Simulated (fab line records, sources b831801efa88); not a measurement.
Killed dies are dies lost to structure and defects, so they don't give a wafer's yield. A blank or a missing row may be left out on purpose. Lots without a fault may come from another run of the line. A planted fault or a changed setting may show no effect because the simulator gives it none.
One fault seen from 2 desks | flow gf180mcu | each desk has only its own numbers; what lay behind them comes last

THE METROLOGY DESK
What the gauges read, lot by lot, whatever tool the lot ran on: means of the sampled wafers that have a number. A lot is out of limits, marked OUT, if its mean lies more than 4 standard deviations from the usual mean; the brackets give that distance.
Columns: A = cd_nm at GF_HV_LDD_CD_MEAS_46, usual 399.6 nm
lot  | first seen here | A
L567 | day 12 17:20    | 398.4
L568 | day 13 03:37    | 397.7
L569 | day 13 09:14    | 402.1
L570 | day 13 15:38    | 399.1
L571 | day 14 02:23    | 399.9
L572 | day 14 12:01    | 401.1
L573 | day 14 20:23    | 399.6
L574 | day 14 23:56    | 401.3
L576 | day 15 17:32    | 399.2
L578 | day 16 09:38    | 396.6
L579 | day 16 15:44    | 398.6
L580 | day 16 23:13    | 401.1
L584 | day 18 11:05    | 399.1
L585 | day 18 18:08    | 400.2
This desk's finding: nothing out of limits on any of the 14 lots.

THE TOOL OWNER'S DESK: rtp_anneal-02
The tool's own readings at GF_VT_IMPLANT_RTA_45 (time 30 s): means of the sampled wafers that have a number, for each lot that ran on this tool. A lot is out of limits, marked OUT, if its mean lies more than 4 standard deviations from the usual mean; the brackets give that distance.
Columns: A = lamp_power_pct at GF_VT_IMPLANT_RTA_45, usual 30.2 %; B = wafer_temp_C_max at GF_VT_IMPLANT_RTA_45, usual 1054.2
lot  | first seen here | A               | B
L567 | day 7 20:06     | 29.3            | 1055.5
L569 | day 8 11:07     | 29.3            | 1056.3
L572 | day 9 06:36     | 29.3            | 1055.6
L573 | day 9 14:37     | 29.3            | 1055.0
L576 | day 10 09:39    | 29.3            | 1055.6
L578 | day 10 23:05    | 29.3            | 1055.4
L580 | day 11 09:33    | 29.3            | 1055.2
L584 | day 12 15:44    | 22.8 (-6.7) OUT | 961.4 (-62) OUT
L585 | day 12 21:20    | 22.8 (-6.7) OUT | 962.6 (-61) OUT
This desk's finding: out of limits on L584, L585; first on L584, day 12 15:44 (lamp_power_pct at GF_VT_IMPLANT_RTA_45). In limits: L567, L569, L572, L573, L576, L578, L580.

PUT TOGETHER
The tool owner's desk could have raised an alarm at day 12 15:44, on L584, L585.
The metrology desk saw nothing out of limits.
The metrology desk has L584, L585 on record, within its limits.
Of the lots named, all ran GF_VT_IMPLANT_RTA_45 on rtp_anneal-02.

WHAT THE SIMULATOR HAD PUT IN
Process parameter drift: rtp_anneal-02, from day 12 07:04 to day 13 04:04, at GF_VT_IMPLANT_RTA_45. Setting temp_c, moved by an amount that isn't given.
Lots struck among those shown: L584, L585.
Hours from the fault's start to each desk's first reading out of limits: the tool owner's desk, 9.
